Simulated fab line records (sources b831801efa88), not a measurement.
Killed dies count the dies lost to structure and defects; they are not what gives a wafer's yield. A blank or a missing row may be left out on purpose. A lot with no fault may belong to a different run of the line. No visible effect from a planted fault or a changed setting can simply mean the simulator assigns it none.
Which tool is to blame?    flow sky130    14 lots with 42 wafers sampled at 4 steps, on a route of 708 steps

WHAT EACH GAUGE READ, for each wafer
SKY_POLY_GATE_CD_MEAS_13 targets a cd of 150 nm. Usual: 149.8 nm for cd-nm, sd 1.5.
lot   measured      on         cd-nm (nm)         flag
L371  day 19 06:34  cd-sem-01  150.4 148.6 150.4  
L373  day 19 10:07  cd-sem-01  148.2 147.4 148.3  
L376  day 20 17:24  cd-sem-02  149.9 149.9 149.5  
L377  day 20 21:26  cd-sem-02  149.5 152.1 150.4  
L378  day 21 06:14  cd-sem-01  150.5 151.1 149.7  
L379  day 21 14:59  cd-sem-02  152.1 152.3 151.6  
L380  day 21 21:22  cd-sem-02  148.2 148.8 146.9  
L381  day 22 08:33  cd-sem-01  147.4 146.7 148.9  
L382  day 22 17:09  cd-sem-01  150.0 150.6 149.9  
L383  day 23 03:18  cd-sem-02  149.6 148.8 149.3  
L384  day 23 11:38  cd-sem-01  147.9 147.7 148.0  
L385  day 23 18:42  cd-sem-02  151.1 150.5 150.0  
L386  day 24 07:49  cd-sem-01  149.7 149.5 148.5  
L388  day 24 18:27  cd-sem-01  150.6 151.7 150.9  

SKY_LDD_N_TW_MEAS_17. Usual: LDD_N_TW typically reads 2562, with standard deviation 19.
lot   measured      on             LDD_N_TW        flag
L371  day 20 15:34  film-metro-01  2574 2559 2577  
L373  day 20 20:01  film-metro-04  2524 2530 2533  
L376  day 22 04:14  film-metro-03  2554 2561 2558  
L377  day 22 07:29  film-metro-04  2537 2546 2528  
L378  day 22 16:20  film-metro-03  2553 2562 2550  
L379  day 23 00:57  film-metro-03  2588 2581 2584  
L380  day 23 07:35  film-metro-03  2573 2587 2584  
L381  day 23 18:17  film-metro-04  2551 2536 2544  
L382  day 24 03:14  film-metro-03  2585 2576 2580  
L383  day 24 12:08  film-metro-04  2544 2541 2546  
L384  day 24 20:32  film-metro-04  2559 2551 2553  
L385  day 25 03:02  film-metro-03  2579 2570 2578  
L386  day 25 16:17  film-metro-04  2544 2542 2554  
L388  day 26 01:56  film-metro-01  2586 2574 2576  

SKY_SPACER_THK_MEAS_01. Usual: SPACER_CVD_00_THK typically reads 42.9 nm, with standard deviation 0.41.
lot   measured      on             SPACER_CVD_00_THK (nm)  flag
L371  day 25 18:11  film-metro-03  45.6 45.1 45.4          OFF
L373  day 25 21:37  film-metro-03  45.7 45.6 45.6          OFF
L376  day 27 04:49  film-metro-02  42.2 42.6 42.1          
L377  day 27 08:12  film-metro-02  42.4 42.6 42.8          
L378  day 27 15:32  film-metro-01  42.5 42.6 42.6          
L379  day 27 23:41  film-metro-02  42.4 42.6 42.8          
L380  day 28 05:29  film-metro-02  42.5 42.6 42.8          
L381  day 28 15:31  film-metro-02  42.5 42.9 42.4          
L382  day 29 01:25  film-metro-01  43.1 42.9 43.2          
L383  day 29 08:29  film-metro-02  42.5 42.5 42.6          
L384  day 29 16:03  film-metro-01  42.9 43.4 43.2          
L385  day 29 23:23  film-metro-02  42.9 42.9 42.7          
L386  day 30 12:43  film-metro-02  42.4 42.4 42.6          
L388  day 30 20:36  film-metro-02  43.7 43.6 43.6          

TOOL THAT RAN EACH LOT (tool first, then ch and the chambers of the sampled wafers, then the start)
lot   SKY_POLY_GATE_ETCH_16
L371  rie-diel-04 ch 1,2, day 19 06:44
L373  rie-diel-01 ch 1,2, day 19 10:17
L376  rie-diel-04 ch 0,2,3, day 20 17:38
L377  rie-diel-03 ch 0,3, day 20 21:41
L378  rie-diel-01 ch 1,3, day 21 06:29
L379  rie-diel-01 ch 1,2,3, day 21 15:11
L380  rie-diel-01 ch 1,2, day 21 21:35
L381  rie-diel-01 ch 1,2,3, day 22 08:47
L382  rie-diel-04 ch 0,1,2, day 22 17:23
L383  rie-diel-01 ch 1,2,3, day 23 03:32
L384  rie-diel-01 ch 0,2, day 23 11:53
L385  rie-diel-03 ch 1,2,3, day 23 18:56
L386  rie-diel-04 ch 0,2,3, day 24 08:02
L388  rie-diel-01 ch 0,2,3, day 24 18:41
- SKY_POLY_GATE_ETCH_16: etches Si3N4 in CH3F/O2, stops on poly-Si, time 147.5 s, target depth 75 nm.

WHAT THE TOOLS THEMSELVES READ (means of the sampled wafers that have a number; where no wafer has one, the mark that the record gives instead)
SKY_POLY_GATE_ETCH_16. Usual: drypump-motor-current-A 5.9 A, standard deviation 0.4; oes-product-au 0.640 a.u., standard deviation 0.0055; throttle-valve-pct 10.536 %, standard deviation 0.0093.
lot   tool         drypump-motor-current-A (A)  oes-product-au (a.u.)  throttle-valve-pct (%)  flag
L371  rie-diel-04  5.7                          0.646                  10.536                  
L373  rie-diel-01  6.0                          0.634                  10.533                  
L376  rie-diel-04  5.9                          0.647                  10.537                  
L377  rie-diel-03  6.2                          0.637                  10.533                  
L378  rie-diel-01  5.7                          0.638                  10.527                  
L379  rie-diel-01  5.6                          0.640                  10.538                  
L380  rie-diel-01  5.9                          0.640                  10.532                  
L381  rie-diel-01  5.6                          0.638                  10.525                  
L382  rie-diel-04  5.7                          0.641                  10.539                  
L383  rie-diel-01  5.6                          0.639                  10.524                  
L384  rie-diel-01  6.0                          0.639                  10.538                  
L385  rie-diel-03  6.2                          0.635                  10.535                  
L386  rie-diel-04  5.9                          0.643                  10.535                  
L388  rie-diel-01  5.7                          0.645                  10.532                  

THE ANSWER, worked out from the rows above alone
Rule: a lot counts as off when the mean over its wafers that have a number is more than 3 standard deviations away from the usual mean. Also off: a lot with no number at a reading for which 4 or more lots have one. Where the step has rows for the other lots, those lots are counted as sound. Order of review: gauges by route order, followed by the tools' own readings, for which a lot's mean as printed above is used. The first step at which some lot is off is used, and at that step the reading that is off furthest; a lot without a number counts as furthest.
Off: L371, L373, at SKY_SPACER_THK_MEAS_01 (SPACER_CVD_00_THK).
If a tool, at a process step before that reading, ran all the lots that are off and no sound lot after the first of them, it fits. Gauges at SKY_SPACER_THK_MEAS_01: tried the same way as those tools. One candidate fits, namely film-metro-03 at SKY_SPACER_THK_MEAS_01. It ran no sound lot before its first lot that is off in this sample, so the start can't be narrowed down.

WHAT THE SIMULATOR HAD PUT IN
Metrology matching offset: film-metro-03, from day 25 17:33 on, at SKY_SPACER_THK_MEAS_01. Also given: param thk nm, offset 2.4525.
Struck lots among those shown: L371, L373. The rule above reached the same finding.
